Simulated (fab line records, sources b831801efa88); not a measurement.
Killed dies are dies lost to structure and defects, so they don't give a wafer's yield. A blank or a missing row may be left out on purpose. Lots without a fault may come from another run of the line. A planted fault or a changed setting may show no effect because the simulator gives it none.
Which tool did it? | flow gf180mcu | 12 lots, 36 wafers sampled, at 6 steps of a route of 602

WHAT THE GAUGES READ, wafer by wafer
GF_M3_RS_MEAS_05: measures by four-point-probe. Usual: M3_ALCU_RS 0.0696 ohm/sq, standard deviation 0.00064.
lot  | measured     | on            | M3_ALCU_RS (ohm/sq)  | flag
L744 | day 20 12:59 | film_metro-04 | 0.0709 0.0701 0.0703 |
L745 | day 20 21:53 | film_metro-04 | 0.0709 0.0706 0.0701 |
L746 | day 21 02:34 | film_metro-02 | 0.0689 0.0694 0.0696 |
L747 | day 21 10:25 | film_metro-01 | 0.0692 0.0692 0.0696 |
L748 | day 21 21:51 | film_metro-02 | 0.0695 0.0691 0.0691 |
L749 | day 22 07:52 | film_metro-02 | 0.0689 0.0691 0.0686 |
L751 | day 23 01:39 | film_metro-02 | 0.0703 0.0704 0.0697 |
L759 | day 26 01:35 | film_metro-02 | 0.0692 0.0698 0.0699 |
L761 | day 26 12:53 | film_metro-02 | 0.0691 0.0705 0.0701 |
L762 | day 26 20:48 | film_metro-02 | 0.0691 0.0699 0.0696 |
L763 | day 27 01:42 | film_metro-02 | 0.0694 0.0691 0.0692 |
L765 | day 27 19:46 | film_metro-04 | 0.0701 0.0703 0.0702 |

GF_V3_OVL_MEAS_15. Usual: V3_OVL 0 nm, standard deviation 4.6.
lot  | measured     | on         | V3_OVL (nm) | flag
L744 | day 22 13:46 | overlay-01 | 0 2 0       |
L745 | day 22 21:47 | overlay-02 | 2 4 2       |
L746 | day 23 04:16 | overlay-02 | -12 -6 -4   |
L747 | day 23 09:17 | overlay-02 | 0 -2 1      |
L748 | day 23 20:53 | overlay-02 | -3 -4 -7    |
L749 | day 24 10:19 | overlay-01 | -6 0 -8     |
L751 | day 25 00:33 | overlay-01 | 2 -4 -2     |
L759 | day 27 18:07 | overlay-02 | -1 2 1      |
L761 | day 28 07:56 | overlay-01 | -9 -11 -7   |
L762 | day 28 13:36 | overlay-02 | 1 -2 1      |
L763 | day 28 19:26 | overlay-02 | 1 6 1       |
L765 | day 29 12:57 | overlay-02 | 1 -3 -5     |

GF_V3_RS_MEAS_24: measures by four-point-probe. Usual: V3_W_RS 0.328 ohm/sq, standard deviation 0.006.
lot  | measured     | on            | V3_W_RS (ohm/sq)  | flag
L744 | day 22 14:41 | film_metro-02 | 0.330 0.328 0.331 |
L745 | day 22 22:44 | film_metro-02 | 0.323 0.331 0.331 |
L746 | day 23 05:13 | film_metro-02 | 0.332 0.331 0.334 |
L747 | day 23 10:11 | film_metro-03 | 0.329 0.332 0.332 |
L748 | day 23 21:49 | film_metro-04 | 0.335 0.332 0.322 |
L749 | day 24 11:13 | film_metro-03 | 0.328 0.306 0.330 |
L751 | day 25 01:28 | film_metro-02 | 0.328 0.305 0.329 |
L759 | day 27 19:13 | film_metro-04 | 0.320 0.334 0.334 |
L761 | day 28 08:51 | film_metro-02 | 0.332 0.331 0.319 |
L762 | day 28 14:33 | film_metro-03 | 0.336 0.335 0.338 |
L763 | day 28 20:22 | film_metro-03 | 0.320 0.328 0.331 |
L765 | day 29 13:56 | film_metro-03 | 0.336 0.330 0.322 |

GF_V3_THK_MEAS_25: measures by xrf. Usual: V3_W_THK 352 nm, standard deviation 6.7.
lot  | measured     | on            | V3_W_THK (nm) | flag
L744 | day 22 14:48 | film_metro-02 | 353 353 351   |
L745 | day 22 22:50 | film_metro-02 | 359 351 349   |
L746 | day 23 05:20 | film_metro-02 | 345 349 344   |
L747 | day 23 10:19 | film_metro-03 | 349 345 347   |
L748 | day 23 21:56 | film_metro-04 | 344 347 356   |
L749 | day 24 11:20 | film_metro-03 | 346 375 345   |
L751 | day 25 01:35 | film_metro-02 | 352 376 353   |
L759 | day 27 19:19 | film_metro-04 | 362 346 345   |
L761 | day 28 08:58 | film_metro-02 | 347 349 361   |
L762 | day 28 14:40 | film_metro-03 | 342 343 337   |
L763 | day 28 20:29 | film_metro-03 | 359 347 347   |
L765 | day 29 14:03 | film_metro-03 | 345 350 359   |

WHICH TOOL RAN EACH LOT (tool, then ch and the chambers of the sampled wafers, then the start)
lot  | GF_M3_SPUTTER_01             | GF_V3_CVD_23
L744 | pvd_sputter-02, day 20 12:50 | cvd_w-02 ch 1, day 22 14:34
L745 | pvd_sputter-04, day 20 21:43 | cvd_w-01 ch 0,1, day 22 22:37
L746 | pvd_sputter-02, day 21 02:25 | cvd_w-02 ch 1, day 23 05:05
L747 | pvd_sputter-01, day 21 10:17 | cvd_w-02 ch 1, day 23 10:05
L748 | pvd_sputter-02, day 21 21:44 | cvd_w-02 ch 0,1, day 23 21:43
L749 | pvd_sputter-02, day 22 07:44 | cvd_w-02 ch 0,1, day 24 11:07
L751 | pvd_sputter-01, day 23 01:31 | cvd_w-02 ch 0,1, day 25 01:20
L759 | pvd_sputter-02, day 26 01:26 | cvd_w-02 ch 0,1, day 27 19:06
L761 | pvd_sputter-01, day 26 12:46 | cvd_w-02 ch 0,1, day 28 08:44
L762 | pvd_sputter-02, day 26 20:41 | cvd_w-01 ch 0,1, day 28 14:26
L763 | pvd_sputter-04, day 27 01:35 | cvd_w-02 ch 0,1, day 28 20:16
L765 | pvd_sputter-04, day 27 19:39 | cvd_w-02 ch 0,1, day 29 13:49
- GF_M3_SPUTTER_01: material TiN, target thk 30 nm, time 25 s.
- GF_V3_CVD_23: deposits W, target thk 350 nm, time 104.9 s.

WHAT THE TOOLS THEMSELVES READ (means of the sampled wafers that have a number; where no wafer has one, the mark that the record gives instead)
GF_M3_SPUTTER_01. Usual: cathode_dc_power_W 6500.2 W, standard deviation 1.2; chamber_pressure_pa 0.3999 Pa, standard deviation 0.00084; throttle_valve_pct 29.8 %, standard deviation 0.94.
lot  | tool           | cathode_dc_power_W (W) | chamber_pressure_pa (Pa) | throttle_valve_pct (%) | flag
L744 | pvd_sputter-02 | 6499.9                 | 0.4000                   | 29.6                   |
L745 | pvd_sputter-04 | 6500.1                 | 0.3993                   | 29.4                   |
L746 | pvd_sputter-02 | 6499.5                 | 0.4009                   | 29.8                   |
L747 | pvd_sputter-01 | 6501.3                 | 0.3997                   | 30.6                   |
L748 | pvd_sputter-02 | 6501.9                 | 0.3995                   | 29.7                   |
L749 | pvd_sputter-02 | 6500.2                 | 0.4000                   | 29.6                   |
L751 | pvd_sputter-01 | 6500.7                 | 0.3998                   | 30.4                   |
L759 | pvd_sputter-02 | 6500.8                 | 0.4002                   | 30.1                   |
L761 | pvd_sputter-01 | 6499.2                 | 0.3995                   | 30.5                   |
L762 | pvd_sputter-02 | 6499.8                 | 0.3999                   | 29.5                   |
L763 | pvd_sputter-04 | 6500.7                 | 0.3989                   | 29.2                   |
L765 | pvd_sputter-04 | 6500.7                 | 0.3996                   | 29.3                   |

GF_V3_CVD_23. Usual: heater_power_w 878 W, standard deviation 66.
lot  | tool     | heater_power_w (W) | flag
L744 | cvd_w-02 | 913                |
L745 | cvd_w-01 | 859                |
L746 | cvd_w-02 | 929                |
L747 | cvd_w-02 | 926                |
L748 | cvd_w-02 | 900                |
L749 | cvd_w-02 | 905                |
L751 | cvd_w-02 | 900                |
L759 | cvd_w-02 | 897                |
L761 | cvd_w-02 | 916                |
L762 | cvd_w-01 | 886                |
L763 | cvd_w-02 | 898                |
L765 | cvd_w-02 | 922                |

THE ANSWER, worked out from the rows above alone
Rule: a lot is off if the mean of its wafers that have a number lies more than 3 standard deviations from the usual mean. A lot without any number at a reading at which 4 lots or more have one is off too. The other lots that the step has rows for count as sound. The gauges are gone through in route order, then the tools' own readings, and for those a lot's mean is taken as printed above. The first step at which some lot is off is used, and at that step the reading that is off furthest; a lot without a number counts as furthest.
No lot is off at any reading shown: from this, nothing can be told.

WHAT THE SIMULATOR HAD PUT IN
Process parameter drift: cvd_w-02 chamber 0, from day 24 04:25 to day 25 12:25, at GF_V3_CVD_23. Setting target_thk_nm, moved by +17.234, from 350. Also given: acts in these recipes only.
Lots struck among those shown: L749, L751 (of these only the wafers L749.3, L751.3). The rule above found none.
